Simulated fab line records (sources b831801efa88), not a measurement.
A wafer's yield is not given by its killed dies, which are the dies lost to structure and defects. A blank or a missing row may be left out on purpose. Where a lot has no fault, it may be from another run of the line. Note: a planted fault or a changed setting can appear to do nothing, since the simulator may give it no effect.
fab line records    flow sfqLine
record lots=7  wafers=21  lastDay=80
route steps=325 shown I3@143 M4@148 I4@163 JJ@178 M8@325
lots that met no fault: taken from a fault-free run of the same line
startH: start of the lot's first displayed wafer, in hours after the record's first day    waitH: hours elapsed since this lot's preceding step    " same as the row above    L1.1+2: several wafers, shown together as one row    - either no value or no given start    * or withheld: withheld    < > ~ a bound
route shown NAME@n: NAME is a module with steps in the file, n the number in the route of the first one    usual: average and standard deviation across the fault-free wafers    same: alike in all rows    chamber/n: place in a boat    sites: the reading at each site    _std_site: standard deviation of those values    _edge_site: inner sites' mean taken away from outer sites' mean    radiusMm: how far each site lies from the wafer's centre    mask NAME#n: copy n    behind: the last tool/chamber to shape the wafer    hold: the reason the lot was held/the length of the hold in hours/how it ended    device: transistor that didn't switch, given as n, p or np    end of line: the route-end tests of the same wafers    a step without rows: its recipe alone    killed: dies that structure and defects cost at the first sort, which is not the same as the wafer's yield    map: a wafer's dies, x killed, . not, _ none there
set.NAME: the setting as run; set.NAME@STEP: as run at that earlier step    model.NAME: the simulator's own value behind a step, which no gauge read
certain route steps with their lots: each step a table, each wafer a row
services: when a tool's chamber went out of use (startH, in hours from the record's first day, below 0 if earlier), for how many hours, and the reason
## steps
# step SFQ_I3_OVL_MEAS_923
# usual I3_OVL=3/4.9
lot.wafer  tool        chamber  startH   waitH  I3_OVL[nm]
L555.1     overlay-01  -        919.65   0.1    1
L555.4     "           -        "        "      -2
L555.5     "           -        "        "      0
L557.2     overlay-02  -        927.15   0.1    3
L557.4     "           -        "        "      10
L557.6     "           -        "        "      2
L558.1     overlay-02  -        937.94   0.1    -3
L558.3     "           -        "        "      3
L558.6     "           -        "        "      2
L559.2     overlay-02  -        981.16   0.1    6
L559.5     "           -        "        "      9
L559.6     "           -        "        "      6
L568.1     overlay-01  -        1181.28  0.1    2
L568.2     "           -        "        "      3
L568.5     "           -        "        "      3
L569.1     overlay-01  -        1188.18  0.1    9
L569.4     "           -        "        "      10
L569.5     "           -        "        "      9
L578.1     overlay-02  -        1287.63  0.1    7
L578.2     "           -        "        "      8
L578.5     "           -        "        "      4
# step SFQ_TRILAYER_I3_VIA_BARC_OPEN_VIA_ETCH_121
# recipe maskMaterial=PR  chemistry=O2  targetDepthNm=125  target=BARC  sourceW=500  biasW=80  pressureMtorr=30  timeS=41.7
# step SFQ_TRILAYER_I3_VIA_ETCH_VIA_ETCH_088
# recipe target=SiO2  stopOn=Nb  maskMaterial=PR  taperDeg=20  chemistry=CHF3  targetDepthNm=260  sourceW=500  biasW=80  pressureMtorr=30  timeS=withheld
# step SFQ_TRILAYER_I3_VIA_STRIP_STRIP_089
# recipe gas=O2  powerW=200  platenTempC=40  overashFraction=0.65  chemistry=O2  pressureMtorr=50
# step SFQ_TRILAYER_I3_VIA_STRIP_SOLV_CLEAN_090
# recipe chemistry=NMP  tempC=70  timeS=600
# step SFQ_TRILAYER_M4_DEP_PRE_CLEAN_092
# recipe gas=Ar  timeS=22.5  biasV=250
# step SFQ_TRILAYER_M4_DEP_SPUTTER_091
# recipe material=Nb  basePressurePa=1.33e-06  chamberPressurePa=0.1333  substrateTempC=20  resputterCathodeVoltageV=400  targetThkNm=200  powerW=2000  timeS=133.3
# usual resputterCathodeVoltageV=400/4.3  throttleValvePct=30.0/1
# same timeS=133.3
lot.wafer  tool           chamber  startH   waitH  resputterCathodeVoltageV  throttleValvePct
L555.1     pvdSputter-04  -        920.65   0.0    397                       31.0
L555.4     "              -        "        "      390                       32.2
L555.5     "              -        "        "      389                       31.8
L557.2     pvdSputter-04  -        928.14   0.0    402                       30.8
L557.4     "              -        "        "      396                       29.3
L557.6     "              -        "        "      397                       30.7
L558.1     pvdSputter-04  -        938.95   0.0    396                       32.0
L558.3     "              -        "        "      397                       28.7
L558.6     "              -        "        "      397                       30.9
L559.2     pvdSputter-04  -        982.35   0.0    395                       31.1
L559.5     "              -        "        "      397                       30.5
L559.6     "              -        "        "      397                       30.9
L568.1     pvdSputter-05  -        1183.27  0.0    399                       29.5
L568.2     "              -        "        "      398                       29.3
L568.5     "              -        "        "      392                       29.2
L569.1     pvdSputter-03  -        1189.17  0.0    408                       29.3
L569.4     "              -        "        "      405                       29.3
L569.5     "              -        "        "      401                       29.5
L578.1     pvdSputter-04  -        1288.62  0.0    400                       28.7
L578.2     "              -        "        "      400                       30.9
L578.5     "              -        "        "      407                       29.2
# step SFQ_M4_RS_MEAS_924
# recipe thkMeasGauge=four-point-probe  reads=Nb_of_TRILAYER_M4_DEP_SPUTTER_091
# usual M4_NB_RS=0.892/0.01
lot.wafer  tool          chamber  startH   waitH  M4_NB_RS[ohm/sq]
L555.1     filmMetro-01  -        920.74   0.0    0.889
L555.4     "             -        "        "      0.887
L555.5     "             -        "        "      0.884
L557.2     filmMetro-01  -        928.25   0.1    0.872
L557.4     "             -        "        "      0.883
L557.6     "             -        "        "      0.876
L558.1     filmMetro-03  -        939.04   0.0    0.887
L558.3     "             -        "        "      0.906
L558.6     "             -        "        "      0.896
L559.2     filmMetro-03  -        982.46   0.1    0.893
L559.5     "             -        "        "      0.889
L559.6     "             -        "        "      0.893
L568.1     filmMetro-01  -        1183.36  0.0    0.912
L568.2     "             -        "        "      0.917
L568.5     "             -        "        "      0.915
L569.1     filmMetro-03  -        1189.26  0.0    0.902
L569.4     "             -        "        "      0.902
L569.5     "             -        "        "      0.903
L578.1     filmMetro-03  -        1288.71  0.0    0.899
L578.2     "             -        "        "      0.884
L578.5     "             -        "        "      0.893
# step SFQ_TRILAYER_M4_LITHO_COAT_098
# recipe resist=BARC  spinRpm=3000  resistThkNm=62
# step SFQ_TRILAYER_M4_LITHO_COAT_093
# recipe resist=KrF  spinRpm=3000  resistThkNm=600
# step SFQ_TRILAYER_M4_LITHO_SOFTBAKE_097
# recipe tempC=withheld  timeS=withheld  resist=KrF
# step SFQ_TRILAYER_M4_LITHO_EXPOSE_094
# recipe maskId=M4  na=0.6  sourceShape=conventional  sigmaOuter=0.65  targetCdNm=500  doseMj=14.4
# usual exposureDoseMJCm2=14.397/0.014  reticleTempC=22.98/0.089
lot.wafer  tool           chamber  startH   waitH  mask  exposureDoseMJCm2  reticleTempC
L555.1     krfScanner-01  0        1055.10  -      M4#0  14.386             23.23
L555.4     "              0        "        "      M4#0  14.408             23.04
L555.5     "              0        "        "      M4#0  14.388             23.00
L557.2     krfScanner-01  0        1066.10  -      M4#0  18.839             23.20
L557.4     "              0        "        "      M4#0  18.843             23.17
L557.6     "              0        "        "      M4#0  18.836             22.95
L558.1     krfScanner-01  0        1079.10  -      M4#0  18.836             22.95
L558.3     "              0        "        "      M4#0  18.818             22.91
L558.6     "              0        "        "      M4#0  18.824             23.04
L559.2     krfScanner-01  0        1123.70  -      M4#0  18.839             22.99
L559.5     "              0        "        "      M4#0  18.842             22.92
L559.6     "              0        "        "      M4#0  18.829             22.85
L568.1     krfScanner-02  0        1313.28  -      M4#0  14.394             22.96
L568.2     "              0        "        "      M4#0  14.388             23.04
L568.5     "              0        "        "      M4#0  14.394             23.09
L569.1     krfScanner-02  0        1314.48  -      M4#0  14.389             23.04
L569.4     "              0        "        "      M4#0  14.392             22.93
L569.5     "              0        "        "      M4#0  14.408             23.15
L578.1     krfScanner-02  0        1394.01  -      M4#0  14.388             22.82
L578.2     "              0        "        "      M4#0  14.398             22.93
L578.5     "              0        "        "      M4#0  14.411             22.85
# step SFQ_TRILAYER_M4_LITHO_PEB_096
# recipe pebTempC=115  pebTimeS=60  resist=KrF
# step SFQ_TRILAYER_M4_LITHO_DEVELOP_095
# recipe timeS=60  resist=KrF
# step SFQ_M4_OVL_MEAS_926
# usual M4_OVL=-3/5.6
lot.wafer  tool        chamber  startH   waitH  M4_OVL[nm]
L555.1     overlay-02  -        1056.60  0.1    -12
L555.4     "           -        "        "      -10
L555.5     "           -        "        "      -10
L557.2     overlay-01  -        1067.41  0.1    7
L557.4     "           -        "        "      0
L557.6     "           -        "        "      -4
L558.1     overlay-01  -        1080.60  0.1    -11
L558.3     "           -        "        "      -16
L558.6     "           -        "        "      -6
L559.2     overlay-01  -        1125.01  0.1    -13
L559.5     "           -        "        "      -1
L559.6     "           -        "        "      -7
L568.1     overlay-01  -        1314.78  0.1    -11
L568.2     "           -        "        "      -6
L568.5     "           -        "        "      -6
L569.1     overlay-01  -        1315.98  0.1    -4
L569.4     "           -        "        "      8
L569.5     "           -        "        "      -1
L578.1     overlay-02  -        1395.51  0.1    5
L578.2     "           -        "        "      -7
L578.5     "           -        "        "      1
# step SFQ_TRILAYER_M4_BARC_OPEN_METAL_ETCH_123
# recipe maskMaterial=PR  chemistry=O2  targetDepthNm=125  target=BARC  icpW=600  biasW=80  pressureMtorr=10  timeS=41.7
# usual drypumpMotorCurrentA=5.9/0.57  oesProductAu=0.685/0.0042
# same timeS=41.7
lot.wafer  tool         chamber  startH   waitH  drypumpMotorCurrentA  oesProductAu  rfHoursCounterH  model.M4.cdNm
L555.1     rieMetal-04  0        1056.64  0.0    5.6                   0.681         89               500.3
L555.4     "            1        "        "      4.7                   0.689         -                499.9
L555.5     "            0        "        "      5.7                   0.675         -                499.3
L557.2     rieMetal-04  1        1067.44  0.0    4.8                   0.693         71               455.8
L557.4     "            1        "        "      4.7                   0.680         -                455.5
L557.6     "            0        "        "      5.7                   0.689         -                456.3
L558.1     rieMetal-03  1        1080.64  0.0    6.1                   0.684         28               459.2
L558.3     "            0        "        "      5.5                   0.689         -                458.4
L558.6     "            1        "        "      6.1                   0.681         -                457.7
L559.2     rieMetal-02  0        1125.04  0.0    6.5                   0.678         40               456.6
L559.5     "            0        "        "      6.5                   0.691         -                457.7
L559.6     "            1        "        "      6.3                   0.673         -                457.1
L568.1     rieMetal-03  0        1314.81  0.0    5.5                   0.686         7                499.6
L568.2     "            1        "        "      6.1                   0.684         69               499.5
L568.5     "            1        "        "      6.1                   0.694         -                498.9
L569.1     rieMetal-02  1        1316.01  0.0    6.3                   0.685         110              499.8
L569.4     "            0        "        "      6.5                   0.687         -                500.8
L569.5     "            1        "        "      6.3                   0.687         -                500.7
L578.1     rieMetal-02  1        1395.54  0.0    6.3                   0.684         123              499
L578.2     "            0        "        "      6.5                   0.687         85               499.2
L578.5     "            0        "        "      6.5                   0.688         -                499.6
# step SFQ_TRILAYER_M4_ETCH_METAL_ETCH_096
# recipe target=Nb  stopOn=SiO2  maskMaterial=PR  chemistry=Cl2/Ar  targetDepthNm=240  icpW=600  biasW=80  pressureMtorr=10  timeS=120
# usual drypumpMotorCurrentA=5.9/0.57  oesProductAu=0.893/0.0075
# same timeS=120
lot.wafer  tool         chamber  startH   waitH  drypumpMotorCurrentA  oesProductAu  rfHoursCounterH  model.M4.cdNm
L555.1     rieMetal-04  0        1056.70  0.0    5.7                   0.890         89               501.1
L555.4     "            1        "        "      4.7                   0.898         -                501.1
L555.5     "            0        "        "      5.7                   0.898         -                499.9
L557.2     rieMetal-04  1        1067.50  0.0    4.7                   0.902         71               456.7
L557.4     "            1        "        "      4.7                   0.895         -                456.5
L557.6     "            0        "        "      5.7                   0.896         -                456.1
L558.1     rieMetal-03  1        1080.70  0.0    6.1                   0.897         28               460.1
L558.3     "            0        "        "      5.5                   0.884         -                457.9
L558.6     "            1        "        "      6.2                   0.897         -                458.4
L559.2     rieMetal-02  0        1125.10  0.0    6.5                   0.891         40               457.1
L559.5     "            0        "        "      6.5                   0.890         -                458.6
L559.6     "            1        "        "      6.3                   0.885         -                455.7
L568.1     rieMetal-03  0        1314.87  0.0    5.5                   0.881         7                498.6
L568.2     "            1        "        "      6.1                   0.883         69               498.9
L568.5     "            1        "        "      6.1                   0.875         -                498.3
L569.1     rieMetal-02  1        1316.07  0.0    6.3                   0.887         110              499
L569.4     "            0        "        "      6.5                   0.889         -                500.6
L569.5     "            1        "        "      6.3                   0.885         -                500.5
L578.1     rieMetal-02  1        1395.60  0.0    6.3                   0.879         123              499.7
L578.2     "            0        "        "      6.6                   0.899         85               499.9
L578.5     "            0        "        "      6.6                   0.904         -                500.2
# step SFQ_TRILAYER_M4_STRIP_STRIP_097
# recipe gas=O2  powerW=200  platenTempC=40  overashFraction=0.65  chemistry=O2  pressureMtorr=50
# usual drypumpMotorCurrentA=5.9/0.57  oesProductAu=1.002/0.0091
lot.wafer  tool         chamber  startH   waitH  drypumpMotorCurrentA  oesProductAu  rfHoursCounterH
L555.1     rieMetal-04  0        1056.82  0.1    5.7                   1.006         89
L555.4     "            1        "        "      4.8                   1.013         -
L555.5     "            0        "        "      5.7                   1.004         -
L557.2     rieMetal-04  1        1067.62  0.1    4.8                   1.004         71
L557.4     "            1        "        "      4.7                   1.010         -
L557.6     "            0        "        "      5.6                   1.016         -
L558.1     rieMetal-03  1        1080.82  0.1    6.2                   0.976         29
L558.3     "            0        "        "      5.5                   1.014         -
L558.6     "            1        "        "      6.1                   0.989         -
L559.2     rieMetal-02  0        1125.22  0.1    6.5                   1.012         40
L559.5     "            0        "        "      6.5                   1.018         -
L559.6     "            1        "        "      6.3                   0.997         -
L568.1     rieMetal-03  0        1315.00  0.1    5.5                   1.005         7
L568.2     "            1        "        "      6.1                   0.989         69
L568.5     "            1        "        "      6.1                   0.996         -
L569.1     rieMetal-02  1        1316.20  0.1    6.3                   1.002         110
L569.4     "            0        "        "      6.5                   0.996         -
L569.5     "            1        "        "      6.3                   0.985         -
L578.1     rieMetal-02  1        1395.73  0.1    6.3                   0.997         123
L578.2     "            0        "        "      6.6                   0.992         85
L578.5     "            0        "        "      6.5                   0.997         -
# step SFQ_TRILAYER_M4_STRIP_SOLV_CLEAN_098
# recipe chemistry=NMP  tempC=70  timeS=600
# step SFQ_TRILAYER_I4_DEP_PECVD_099
# recipe material=SiO2  tempC=150  timeS=111.11  pressureTorr=2.4  rfW=183.3  precursor=SiH4/N2O  targetThkNm=500
# usual heaterPowerW=77/17  throttleValvePct=24.6/1.4
# same timeS=111.11
lot.wafer  tool      chamber  startH   waitH  heaterPowerW  throttleValvePct
L555.1     pecvd-01  0        1057.62  0.0    96            23.3
L555.4     "         0        "        "      100           23.0
L555.5     "         2        "        "      80            24.2
L557.2     pecvd-01  2        1068.42  0.0    82            24.0
L557.4     "         0        "        "      100           23.3
L557.6     "         1        "        "      106           23.7
L558.1     pecvd-02  0        1081.62  0.0    61            25.5
L558.3     "         1        "        "      58            24.5
L558.6     "         0        "        "      63            25.7
L559.2     pecvd-02  1        1126.00  0.0    62            24.5
L559.5     "         1        "        "      64            24.6
L559.6     "         0        "        "      61            25.6
L568.1     pecvd-03  2        1315.77  0.0    60            22.6
L568.2     "         1        "        "      73            23.8
L568.5     "         0        "        "      72            24.8
L569.1     pecvd-01  1        1316.97  0.0    110           23.7
L569.4     "         2        "        "      86            24.8
L569.5     "         0        "        "      98            23.5
L578.1     pecvd-01  2        1396.50  0.0    77            24.8
L578.2     "         0        "        "      101           23.6
L578.5     "         0        "        "      104           23.5
# step SFQ_TRILAYER_I4_CMP_CMP_100
# recipe material=SiO2  downForcePsi=3  platenRpm=60  padVelocityMS=0.94248
# step SFQ_I4_BOW_MEAS_927
# recipe mode=bow
# usual I4_BOW=7/9.7
lot.wafer  tool          chamber  startH   waitH  I4_BOW[um]
L555.1     filmMetro-03  -        1060.69  1.5    -2
L555.4     "             -        "        "      19
L555.5     "             -        "        "      2
L557.2     filmMetro-04  -        1071.51  2.0    19
L557.4     "             -        "        "      24
L557.6     "             -        "        "      5
L558.1     filmMetro-03  -        1084.69  2.0    23
L558.3     "             -        "        "      27
L558.6     "             -        "        "      6
L559.2     filmMetro-04  -        1131.05  1.5    -6
L559.5     "             -        "        "      -11
L559.6     "             -        "        "      6
L568.1     filmMetro-02  -        1325.30  2.0    -6
L568.2     "             -        "        "      -10
L568.5     "             -        "        "      -18
L569.1     filmMetro-04  -        1328.30  1.5    4
L569.4     "             -        "        "      -5
L569.5     "             -        "        "      -11
L578.1     filmMetro-03  -        1405.41  2.5    -10
L578.2     "             -        "        "      -1
L578.5     "             -        "        "      3
# step SFQ_TRILAYER_I4_METRO_MEASURE_101
# step SFQ_TRILAYER_I4_VIA_LITHO_COAT_108
# recipe resist=BARC  spinRpm=3000  resistThkNm=62
# step SFQ_TRILAYER_I4_VIA_LITHO_COAT_103
# recipe resist=KrF  spinRpm=3000  resistThkNm=650
# step SFQ_TRILAYER_I4_VIA_LITHO_SOFTBAKE_107
# recipe tempC=withheld  timeS=withheld  resist=KrF
# step SFQ_TRILAYER_I4_VIA_LITHO_EXPOSE_104
# recipe maskId=I4  na=0.6  sourceShape=conventional  sigmaOuter=0.65  targetCdNm=700  doseMj=21.3
# step SFQ_TRILAYER_I4_VIA_LITHO_PEB_106
# recipe pebTempC=115  pebTimeS=60  resist=KrF
# step SFQ_TRILAYER_I4_VIA_LITHO_DEVELOP_105
# recipe timeS=60  resist=KrF
# step SFQ_I4_OVL_MEAS_928
# usual I4_OVL=2/6
lot.wafer  tool        chamber  startH   waitH  I4_OVL[nm]
L555.1     overlay-02  -        1100.68  0.1    -8
L555.4     "           -        "        "      -4
L555.5     "           -        "        "      -1
L557.2     overlay-02  -        1103.09  0.1    7
L557.4     "           -        "        "      5
L557.6     "           -        "        "      7
L558.1     overlay-02  -        1104.28  0.1    2
L558.3     "           -        "        "      8
L558.6     "           -        "        "      3
L559.2     overlay-01  -        1255.46  0.1    -6
L559.5     "           -        "        "      2
L559.6     "           -        "        "      -3
L568.1     overlay-02  -        1333.49  0.1    5
L568.2     "           -        "        "      2
L568.5     "           -        "        "      6
L569.1     overlay-01  -        1423.11  0.1    4
L569.4     "           -        "        "      3
L569.5     "           -        "        "      5
L578.1     overlay-01  -        1498.48  0.1    -1
L578.2     "           -        "        "      5
L578.5     "           -        "        "      3
# step SFQ_TRILAYER_I4_VIA_BARC_OPEN_VIA_ETCH_146
# recipe maskMaterial=PR  chemistry=O2  targetDepthNm=125  target=BARC  sourceW=500  biasW=80  pressureMtorr=30  timeS=41.7
# step SFQ_TRILAYER_I4_VIA_ETCH_VIA_ETCH_106
# recipe target=SiO2  stopOn=Nb  maskMaterial=PR  taperDeg=20  chemistry=CHF3  targetDepthNm=260  sourceW=500  biasW=80  pressureMtorr=30  timeS=withheld
# usual drypumpMotorCurrentA=5.7/0.43  oesProductAu=0.856/0.0054
lot.wafer  tool        chamber  startH   waitH  drypumpMotorCurrentA  oesProductAu
L555.1     rieDiel-02  1        1100.76  0.0    5.5                   0.851
L555.4     "           0        "        "      5.3                   0.853
L555.5     "           0        "        "      5.3                   0.864
L557.2     rieDiel-02  0        1103.16  0.0    5.3                   0.862
L557.4     "           1        "        "      5.5                   0.853
L557.6     "           0        "        "      5.3                   0.866
L558.1     rieDiel-01  2        1104.36  0.0    5.6                   0.854
L558.3     "           3        "        "      6.0                   0.855
L558.6     "           2        "        "      5.6                   0.854
L559.2     rieDiel-02  3        1255.53  0.0    5.2                   0.848
L559.5     "           0        "        "      5.3                   0.858
L559.6     "           1        "        "      5.5                   0.861
L568.1     rieDiel-01  1        1333.57  0.0    6.1                   0.851
L568.2     "           2        "        "      5.6                   0.851
L568.5     "           0        "        "      6.6                   0.856
L569.1     rieDiel-02  1        1423.18  0.0    5.5                   0.852
L569.4     "           3        "        "      5.2                   0.858
L569.5     "           1        "        "      5.5                   0.861
L578.1     rieDiel-01  0        1498.56  0.0    6.6                   0.853
L578.2     "           2        "        "      5.6                   0.853
L578.5     "           1        "        "      6.2                   0.854
# step SFQ_TRILAYER_I4_VIA_STRIP_STRIP_107
# recipe gas=O2  powerW=200  platenTempC=40  overashFraction=0.65  chemistry=O2  pressureMtorr=50
# step SFQ_TRILAYER_I4_VIA_STRIP_SOLV_CLEAN_108
# recipe chemistry=NMP  tempC=70  timeS=600
# step SFQ_TRILAYER_JJ_TRILAYER_DEP_PRE_CLEAN_113
# recipe gas=Ar  timeS=22.5  biasV=250
# step SFQ_TRILAYER_JJ_TRILAYER_DEP_SPUTTER_109
# recipe material=Nb  basePressurePa=1.33e-06  chamberPressurePa=0.1333  substrateTempC=20  targetThkNm=150  powerW=2000  timeS=100
# usual throttleValvePct=29.5/0.59
# same timeS=100
lot.wafer  tool           chamber  startH   waitH  throttleValvePct
L555.1     pvdSputter-03  -        1101.68  0.0    29.5
L555.4     "              -        "        "      30.2
L555.5     "              -        "        "      30.6
L557.2     pvdSputter-05  -        1104.08  0.0    29.6
L557.4     "              -        "        "      28.6
L557.6     "              -        "        "      29.3
L558.1     pvdSputter-03  -        1105.28  0.0    29.1
L558.3     "              -        "        "      29.2
L558.6     "              -        "        "      29.6
L559.2     pvdSputter-03  -        1256.62  0.0    29.4
L559.5     "              -        "        "      29.5
L559.6     "              -        "        "      29.0
L568.1     pvdSputter-03  -        1334.49  0.0    29.6
L568.2     "              -        "        "      29.0
L568.5     "              -        "        "      29.2
L569.1     pvdSputter-03  -        1424.10  0.0    29.6
L569.4     "              -        "        "      29.5
L569.5     "              -        "        "      29.6
L578.1     pvdSputter-03  -        1499.48  0.0    29.8
L578.2     "              -        "        "      29.3
L578.5     "              -        "        "      29.0
# step SFQ_TRILAYER_JJ_TRILAYER_DEP_SPUTTER_110
# recipe material=Al  basePressurePa=1.33e-06  targetThkNm=8  powerW=500  timeS=10  chamberPressurePa=0.4
# step SFQ_TRILAYER_JJ_TRILAYER_DEP_AL_OXIDATION_111
# recipe pressureMbar=0.014667  oxidationTimeS=600  temperatureK=293
# step SFQ_TRILAYER_JJ_TRILAYER_DEP_SPUTTER_112
# recipe material=Nb  basePressurePa=1.33e-06  chamberPressurePa=0.1333  substrateTempC=20  targetThkNm=170  powerW=2000  timeS=113.3
# step SFQ_JJ_RS_MEAS_929
# recipe thkMeasGauge=four-point-probe  reads=Nb_of_TRILAYER_JJ_TRILAYER_DEP_SPUTTER_112
# usual JJ_NB_RS=1.054/0.0095
lot.wafer  tool          chamber  startH   waitH  JJ_NB_RS[ohm/sq]
L555.1     filmMetro-01  -        1102.85  0.0    1.049
L555.4     "             -        "        "      1.049
L555.5     "             -        "        "      1.054
L557.2     filmMetro-02  -        1105.27  0.1    1.058
L557.4     "             -        "        "      1.068
L557.6     "             -        "        "      1.061
L558.1     filmMetro-04  -        1106.45  0.0    1.071
L558.3     "             -        "        "      1.059
L558.6     "             -        "        "      1.051
L559.2     filmMetro-04  -        1257.82  0.1    1.043
L559.5     "             -        "        "      1.053
L559.6     "             -        "        "      1.057
L568.1     filmMetro-02  -        1335.66  0.0    1.046
L568.2     "             -        "        "      1.049
L568.5     "             -        "        "      1.047
L569.1     filmMetro-01  -        1425.28  0.0    1.052
L569.4     "             -        "        "      1.055
L569.5     "             -        "        "      1.042
L578.1     filmMetro-02  -        1500.65  0.0    1.073
L578.2     "             -        "        "      1.059
L578.5     "             -        "        "      1.065
# step SFQ_M8_BOW_MEAS_951
# recipe mode=bow
# usual M8_BOW=11/11
lot.wafer  tool          chamber  startH   waitH  M8_BOW[um]  model.etest.m4.ohmUm
L555.1     filmMetro-04  -        1805.98  0.0    1           1.779
L555.4     "             -        "        "      22          1.773
L555.5     "             -        "        "      5           1.773
L557.2     filmMetro-04  -        1833.41  0.0    28          1.914
L557.4     "             -        "        "      32          1.94
L557.6     "             -        "        "      13          1.923
L558.1     filmMetro-03  -        1835.88  0.0    23          1.927
L558.3     "             -        "        "      27          1.982
L558.6     "             -        "        "      6           1.95
L559.2     filmMetro-03  -        1842.82  0.0    8           1.954
L559.5     "             -        "        "      4           1.941
L559.6     "             -        "        "      20          1.961
L568.1     filmMetro-02  -        1864.40  0.0    4           1.834
L568.2     "             -        "        "      0           1.841
L568.5     "             -        "        "      -8          1.842
L569.1     filmMetro-04  -        1868.00  0.0    7           1.809
L569.4     "             -        "        "      -3          1.8
L569.5     "             -        "        "      -10         1.803
L578.1     filmMetro-02  -        1917.05  0.0    -12         1.799
L578.2     "             -        "        "      -3          1.768
L578.5     "             -        "        "      0           1.782
## services
tool           chamber  startH   hours  kind
rieDiel-02     1        914.89   3.5    repair
rieMetal-03    0        930.73   23.5   repair
rieMetal-02    -        939.96   10.0   pm
krfScanner-01  -        953.24   1.3    pm
krfScanner-01  -        969.93   0.9    repair
rieMetal-03    -        974.51   4.3    pm
krfScanner-01  -        984.50   1.0    pm
rieMetal-03    -        1049.73  14.6   pm
rieMetal-03    -        1070.94  0.4    repair
pvdSputter-04  -        1117.00  1.1    repair
rieMetal-04    -        1163.46  0.1    repair
rieMetal-04    0        1166.88  22.6   repair
rieMetal-03    1        1194.05  3.8    repair
rieMetal-02    1        1208.39  4.0    repair
pvdSputter-03  -        1276.57  21.6   repair
pvdSputter-03  -        1291.77  10.3   repair
rieMetal-04    1        1308.36  5.9    repair
rieMetal-04    -        1313.85  2.8    pm
rieMetal-04    -        1362.68  1.5    repair
rieMetal-04    0        1374.70  7.1    repair
pvdSputter-04  -        1383.72  5.4    repair
rieMetal-04    -        1387.35  0.6    repair
pvdSputter-04  -        1465.81  0.7    repair
rieMetal-02    -        1496.56  2.8    pm
## key
firstSign step=SFQ_TRILAYER_M4_LITHO_EXPOSE_094  reading=exposureDoseMJCm2  direction=up  sigmas=99+  usual=14.397  struck=18.834
effect none on later readings
modelEffect step=SFQ_TRILAYER_M4_BARC_OPEN_METAL_ETCH_123  value=M4.cdNm  without=500.2  struck=457.2
modelEffect step=SFQ_TRILAYER_M4_ETCH_METAL_ETCH_096  value=M4.cdNm  without=500.5  struck=457.5
modelEffect step=SFQ_M8_BOW_MEAS_951  value=etest.m4.ohmUm  without=1.776  struck=1.943
metAt SFQ_TRILAYER_M4_LITHO_EXPOSE_094
struckWafers L557.2,L557.4,L557.6,L558.1,L558.3,L558.6,L559.2,L559.5,L559.6
onsetBetween 1055.10 1066.10
fault kind=processParameterDrift  tool=krfScanner-01  chamber=-  onsetH=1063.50  steps=SFQ_TRILAYER_M4_LITHO_EXPOSE_094  channel=doseMj  offset=4.4297  shape=step  actsIn=theseRecipesOnly  stated=14.4
